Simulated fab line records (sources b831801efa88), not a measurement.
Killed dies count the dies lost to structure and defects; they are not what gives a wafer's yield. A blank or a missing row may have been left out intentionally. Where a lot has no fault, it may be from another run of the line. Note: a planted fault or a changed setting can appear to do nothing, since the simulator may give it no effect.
What tool caused it? / flow sky130 / Sampling: 13 lots, 39 wafers, 4 of 708 route steps

WHAT THE GAUGES READ, wafer by wafer
SKY_VT_ADJUST_HVTP_OVL_MEAS_08. Usual: VT_ADJUST_HVTP_OVL typically reads -0.2 nm, with standard deviation 1.5.
lot=L789; measured=day 6 06:13; on=overlay-02; VT_ADJUST_HVTP_OVL (nm)=-3.4 -2.2 -2.1; flag=
lot=L790; measured=day 6 10:22; on=overlay-01; VT_ADJUST_HVTP_OVL (nm)=-0.3 0.0 0.5; flag=
lot=L791; measured=day 6 19:26; on=overlay-02; VT_ADJUST_HVTP_OVL (nm)=-0.9 -0.4 -0.9; flag=
lot=L792; measured=day 7 01:47; on=overlay-01; VT_ADJUST_HVTP_OVL (nm)=-1.7 -1.7 -1.9; flag=
lot=L793; measured=day 7 08:27; on=overlay-01; VT_ADJUST_HVTP_OVL (nm)=-0.2 -0.6 0.7; flag=
lot=L796; measured=day 7 23:28; on=overlay-02; VT_ADJUST_HVTP_OVL (nm)=1.0 -0.5 0.1; flag=
lot=L800; measured=day 8 23:27; on=overlay-01; VT_ADJUST_HVTP_OVL (nm)=0.2 0.2 2.4; flag=
lot=L801; measured=day 9 04:58; on=overlay-01; VT_ADJUST_HVTP_OVL (nm)=1.6 2.4 1.3; flag=
lot=L803; measured=day 9 19:19; on=overlay-01; VT_ADJUST_HVTP_OVL (nm)=-1.9 -3.0 -3.2; flag=
lot=L805; measured=day 10 06:10; on=overlay-01; VT_ADJUST_HVTP_OVL (nm)=0.4 0.0 1.5; flag=
lot=L807; measured=day 10 16:35; on=overlay-02; VT_ADJUST_HVTP_OVL (nm)=-2.7 -1.0 -0.8; flag=
lot=L810; measured=day 11 13:52; on=overlay-02; VT_ADJUST_HVTP_OVL (nm)=2.2 2.3 0.9; flag=
lot=L811; measured=day 11 17:41; on=overlay-02; VT_ADJUST_HVTP_OVL (nm)=-1.3 1.4 0.7; flag=

SKY_VT_ADJUST_NCORE_CD_MEAS_07: target cd 380 nm. Usual: cdNm 379.9 nm, standard deviation 2.3.
lot=L789; measured=day 8 14:04; on=cdSem-01; cdNm (nm)=379.2 379.6 381.0; flag=
lot=L790; measured=day 8 19:41; on=cdSem-01; cdNm (nm)=378.5 377.4 378.9; flag=
lot=L791; measured=day 9 05:44; on=cdSem-02; cdNm (nm)=378.9 379.3 379.8; flag=
lot=L792; measured=day 9 12:10; on=cdSem-01; cdNm (nm)=380.7 381.0 383.4; flag=
lot=L793; measured=day 9 19:28; on=cdSem-02; cdNm (nm)=382.9 383.3 383.9; flag=
lot=L796; measured=day 10 11:20; on=cdSem-02; cdNm (nm)=380.0 376.6 377.8; flag=
lot=L800; measured=day 11 16:59; on=cdSem-02; cdNm (nm)=381.2 382.9 382.5; flag=
lot=L801; measured=day 11 20:55; on=cdSem-01; cdNm (nm)=385.4 382.3 379.1; flag=
lot=L803; measured=day 12 13:37; on=cdSem-02; cdNm (nm)=382.7 381.0 379.4; flag=
lot=L805; measured=day 13 03:04; on=cdSem-02; cdNm (nm)=382.6 383.5 382.1; flag=
lot=L807; measured=day 13 14:32; on=cdSem-02; cdNm (nm)=380.3 377.9 375.9; flag=
lot=L810; measured=day 14 14:25; on=cdSem-01; cdNm (nm)=378.4 380.3 379.6; flag=
lot=L811; measured=day 14 17:44; on=cdSem-01; cdNm (nm)=378.3 378.1 376.9; flag=

TOOL THAT RAN EACH LOT (tool first, then ch and the chambers of the sampled wafers, then the start)
lot=L789; SKY_FIELD_ISO_ETCH_17=rieSi-01 ch 1,2, day 2 10:13; SKY_FIELD_ISO_CMP_27=cmp-02 ch 1,3, day 2 13:29
lot=L790; SKY_FIELD_ISO_ETCH_17=rieSi-01 ch 1,2,3, day 2 13:30; SKY_FIELD_ISO_CMP_27=cmp-02 ch 1,2, day 2 17:14
lot=L791; SKY_FIELD_ISO_ETCH_17=rieSi-01 ch 1,2,3, day 2 21:22; SKY_FIELD_ISO_CMP_27=cmp-02 ch 0,1, day 3 00:35
lot=L792; SKY_FIELD_ISO_ETCH_17=rieSi-02 ch 0,2, day 3 01:49; SKY_FIELD_ISO_CMP_27=cmp-02 ch 0,1,2, day 3 05:48
lot=L793; SKY_FIELD_ISO_ETCH_17=rieSi-02 ch 0,1,3, day 3 07:52; SKY_FIELD_ISO_CMP_27=cmp-01 ch 0,1,3, day 3 12:23
lot=L796; SKY_FIELD_ISO_ETCH_17=rieSi-02 ch 0,3, day 3 21:57; SKY_FIELD_ISO_CMP_27=cmp-02 ch 0,2,3, day 4 02:26
lot=L800; SKY_FIELD_ISO_ETCH_17=rieSi-02 ch 0,2, day 4 19:04; SKY_FIELD_ISO_CMP_27=cmp-01 ch 0,1,2, day 4 22:30
lot=L801; SKY_FIELD_ISO_ETCH_17=rieSi-01 ch 0,1, day 4 23:41; SKY_FIELD_ISO_CMP_27=cmp-01 ch 1,2,3, day 5 03:36
lot=L803; SKY_FIELD_ISO_ETCH_17=rieSi-01 ch 0,2,3, day 5 11:40; SKY_FIELD_ISO_CMP_27=cmp-02 ch 0,1, day 5 14:53
lot=L805; SKY_FIELD_ISO_ETCH_17=rieSi-01 ch 0,2,3, day 5 20:10; SKY_FIELD_ISO_CMP_27=cmp-02 ch 0,3, day 5 23:40
lot=L807; SKY_FIELD_ISO_ETCH_17=rieSi-01 ch 0,1, day 6 06:42; SKY_FIELD_ISO_CMP_27=cmp-02 ch 0,2, day 6 09:56
lot=L810; SKY_FIELD_ISO_ETCH_17=rieSi-01 ch 0,2, day 6 23:29; SKY_FIELD_ISO_CMP_27=cmp-02 ch 1,3, day 7 04:12
lot=L811; SKY_FIELD_ISO_ETCH_17=rieSi-01 ch 0,2,3, day 7 03:35; SKY_FIELD_ISO_CMP_27=cmp-02 ch 1,2, day 7 07:01
- SKY_FIELD_ISO_ETCH_17: etches Si in HBr/Cl2/O2, target depth 342 nm, time 97.7 s.
- SKY_FIELD_ISO_CMP_27: polishes, stops on Si3N4, t overpolish 16 s, target thk 457.8 nm.

WHAT THE TOOLS THEMSELVES READ (means of the sampled wafers that have a number; where no wafer has one, the mark that the record gives instead)
SKY_FIELD_ISO_ETCH_17. Usual: drypumpMotorCurrentA 5.6 A, standard deviation 0.42; heBacksideLeakSccm 2.9 sccm, standard deviation 0.32; oesProductAu 1.000 a.u., standard deviation 0.011; throttleValvePct 25.656 %, standard deviation 0.011.
lot=L789; tool=rieSi-01; drypumpMotorCurrentA (A)=5.7; heBacksideLeakSccm (sccm)=2.8; oesProductAu (a.u.)=1.005; throttleValvePct (%)=25.652; flag=
lot=L790; tool=rieSi-01; drypumpMotorCurrentA (A)=5.5; heBacksideLeakSccm (sccm)=2.8; oesProductAu (a.u.)=0.998; throttleValvePct (%)=25.654; flag=
lot=L791; tool=rieSi-01; drypumpMotorCurrentA (A)=5.5; heBacksideLeakSccm (sccm)=2.8; oesProductAu (a.u.)=0.999; throttleValvePct (%)=25.654; flag=
lot=L792; tool=rieSi-02; drypumpMotorCurrentA (A)=5.8; heBacksideLeakSccm (sccm)=3.1; oesProductAu (a.u.)=0.998; throttleValvePct (%)=25.667; flag=
lot=L793; tool=rieSi-02; drypumpMotorCurrentA (A)=5.7; heBacksideLeakSccm (sccm)=2.9; oesProductAu (a.u.)=0.997; throttleValvePct (%)=25.656; flag=
lot=L796; tool=rieSi-02; drypumpMotorCurrentA (A)=5.5; heBacksideLeakSccm (sccm)=3.1; oesProductAu (a.u.)=0.872; throttleValvePct (%)=25.744; flag=OFF
lot=L800; tool=rieSi-02; drypumpMotorCurrentA (A)=6.1; heBacksideLeakSccm (sccm)=3.3; oesProductAu (a.u.)=0.936; throttleValvePct (%)=25.709; flag=OFF
lot=L801; tool=rieSi-01; drypumpMotorCurrentA (A)=5.5; heBacksideLeakSccm (sccm)=2.8; oesProductAu (a.u.)=1.004; throttleValvePct (%)=25.648; flag=
lot=L803; tool=rieSi-01; drypumpMotorCurrentA (A)=5.3; heBacksideLeakSccm (sccm)=2.7; oesProductAu (a.u.)=1.012; throttleValvePct (%)=25.645; flag=
lot=L805; tool=rieSi-01; drypumpMotorCurrentA (A)=5.2; heBacksideLeakSccm (sccm)=2.6; oesProductAu (a.u.)=1.007; throttleValvePct (%)=25.646; flag=
lot=L807; tool=rieSi-01; drypumpMotorCurrentA (A)=5.5; heBacksideLeakSccm (sccm)=2.7; oesProductAu (a.u.)=1.015; throttleValvePct (%)=25.647; flag=
lot=L810; tool=rieSi-01; drypumpMotorCurrentA (A)=5.2; heBacksideLeakSccm (sccm)=2.7; oesProductAu (a.u.)=1.003; throttleValvePct (%)=25.654; flag=
lot=L811; tool=rieSi-01; drypumpMotorCurrentA (A)=5.2; heBacksideLeakSccm (sccm)=2.7; oesProductAu (a.u.)=0.997; throttleValvePct (%)=25.657; flag=

SKY_FIELD_ISO_CMP_27. Usual: motorCurrentA 11.8 A, standard deviation 1.1; overpolishRunS 16.000 s, standard deviation 0.0088; timeToEndpointS 114 s, standard deviation 4.7.
lot=L789; tool=cmp-02; motorCurrentA (A)=11.1; overpolishRunS (s)=16.001; timeToEndpointS (s)=115; flag=
lot=L790; tool=cmp-02; motorCurrentA (A)=13.0; overpolishRunS (s)=15.999; timeToEndpointS (s)=116; flag=
lot=L791; tool=cmp-02; motorCurrentA (A)=12.0; overpolishRunS (s)=16.005; timeToEndpointS (s)=116; flag=
lot=L792; tool=cmp-02; motorCurrentA (A)=12.8; overpolishRunS (s)=15.997; timeToEndpointS (s)=113; flag=
lot=L793; tool=cmp-01; motorCurrentA (A)=11.2; overpolishRunS (s)=15.997; timeToEndpointS (s)=111; flag=
lot=L796; tool=cmp-02; motorCurrentA (A)=12.2; overpolishRunS (s)=16.000; timeToEndpointS (s)=114; flag=
lot=L800; tool=cmp-01; motorCurrentA (A)=11.4; overpolishRunS (s)=16.000; timeToEndpointS (s)=109; flag=
lot=L801; tool=cmp-01; motorCurrentA (A)=11.6; overpolishRunS (s)=16.005; timeToEndpointS (s)=116; flag=
lot=L803; tool=cmp-02; motorCurrentA (A)=11.9; overpolishRunS (s)=15.988; timeToEndpointS (s)=112; flag=
lot=L805; tool=cmp-02; motorCurrentA (A)=11.7; overpolishRunS (s)=16.002; timeToEndpointS (s)=116; flag=
lot=L807; tool=cmp-02; motorCurrentA (A)=13.3; overpolishRunS (s)=16.001; timeToEndpointS (s)=115; flag=
lot=L810; tool=cmp-02; motorCurrentA (A)=11.1; overpolishRunS (s)=16.000; timeToEndpointS (s)=125; flag=
lot=L811; tool=cmp-02; motorCurrentA (A)=13.0; overpolishRunS (s)=15.989; timeToEndpointS (s)=115; flag=

THE ANSWER, worked out from the rows above alone
Rule: take the mean of a lot's wafers that have a number; if it is more than 3 standard deviations from the usual mean, the lot is off. A lot without any number at a reading at which 4 lots or more have one is off too. Any other lot the step has rows for is counted as sound. After the gauges, taken in route order, come the tools' own readings; for these a lot's mean is taken, as printed above. The first step at which some lot is off is used, and at that step the reading that is off furthest; a lot without a number counts as furthest.
Off, at SKY_FIELD_ISO_ETCH_17 on oesProductAu: L796, L800.
A tool fits if, at that step or a process step before it, it ran every lot that is off, and no sound lot after the first of them. One fits: rieSi-02 at SKY_FIELD_ISO_ETCH_17. Its last sound lot is L793 (day 3 07:52), its first lot that is off L796 (day 3 21:57): a fault that began between those two fits.
The tool's own readings at SKY_FIELD_ISO_ETCH_17 bear it out: on the lots that are off they differ by more than 5 times the standard deviation of the sound lots' means. oesProductAu reads 0.904 a.u. there against 1.003 a.u. on the sound lots; throttleValvePct reads 25.727 % there against 25.653 % on the sound lots.

WHAT THE SIMULATOR HAD INSERTED
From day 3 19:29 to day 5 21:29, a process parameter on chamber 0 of rieSi-02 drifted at SKY_FIELD_ISO_ETCH_17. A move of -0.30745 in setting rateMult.
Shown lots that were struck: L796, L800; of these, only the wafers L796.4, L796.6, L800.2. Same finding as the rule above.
